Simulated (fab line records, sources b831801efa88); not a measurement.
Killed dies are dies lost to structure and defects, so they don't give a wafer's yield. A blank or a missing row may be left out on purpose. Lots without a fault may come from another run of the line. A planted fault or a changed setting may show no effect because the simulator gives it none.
Chamber matching | flow gf180mcu | GF_V2_CMP_26 on cmp-01: 4 sister chambers
The step polishes, stops on SiO2, t overpolish 15 s, target thk 0 nm. 17 wafers are shown with their chamber, then 8 later ones without.

WAFERS WITH THEIR CHAMBER
wafer  | chamber | motor_current_A (A) | time_to_endpoint_s (s)
L285.4 | 1       | 10.9                | 86
L285.5 | 0       | 11.4                | 80
L285.6 | 1       | 11.0                | 89
L293.2 | 3       | 9.8                 | 88
L293.6 | 0       | 11.4                | 78
L294.2 | 3       | 9.0                 | 85
L294.5 | 1       | 11.0                | 86
L301.3 | 2       | 9.4                 | 80
L301.5 | 1       | 10.7                | 82
L301.6 | 0       | 11.2                | 78
L302.1 | 0       | 12.1                | 74
L302.2 | 3       | 9.4                 | 83
L302.6 | 2       | 9.8                 | 81
L303.1 | 3       | 9.0                 | 82
L303.2 | 0       | 11.4                | 76
L303.4 | 1       | 10.9                | 80
L305.2 | 3       | 9.6                 | 83

SIGNATURES (means of the wafers above)
reading            | chamber 0 | chamber 1 | chamber 2 | chamber 3 | scatter within a chamber
motor_current_A    | 11.500    | 10.900    | 9.600     | 9.360     | 0.295
time_to_endpoint_s | 77.20     | 84.60     | 80.50     | 84.20     | 2.71
Rule: a wafer's distance from a chamber is the root of the sum, over the readings, of the square of ((its reading less the chamber's mean) divided by the reading's scatter). The wafer belongs to the nearest chamber; if the next one is less than 2 further off, it can't be placed. The scatter: the root of (the sum of the squares of (reading less its chamber's mean) over the shown wafers, divided by (wafers less chambers)).

WAFERS WITHOUT THEIR CHAMBER
wafer  | motor_current_A (A) | time_to_endpoint_s (s)
L305.4 | 11.2                | 76
L305.5 | 11.6                | 76
L304.2 | 11.4                | 80
L304.5 | 11.6                | 78
L304.6 | 10.6                | 86
L307.1 | 10.8                | 90
L307.2 | 8.9                 | 88
L307.4 | 10.3                | 87

WHICH CHAMBER EACH WENT THROUGH
wafer  | from the rows above          | in truth
L305.4 | 0                            | 0
L305.5 | 0                            | 0
L304.2 | can't be placed: 0 or 1      | 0
L304.5 | 0                            | 0
L304.6 | 1                            | 1
L307.1 | 1                            | 1
L307.2 | can't be placed: 3 or 2      | 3
L307.4 | can't be placed: 1 or 3 or 2 | 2
Placed correctly: 5 of 8. Can't be placed from these rows: 3 (the true chamber is among the candidates in 3). Placed wrongly: 0.
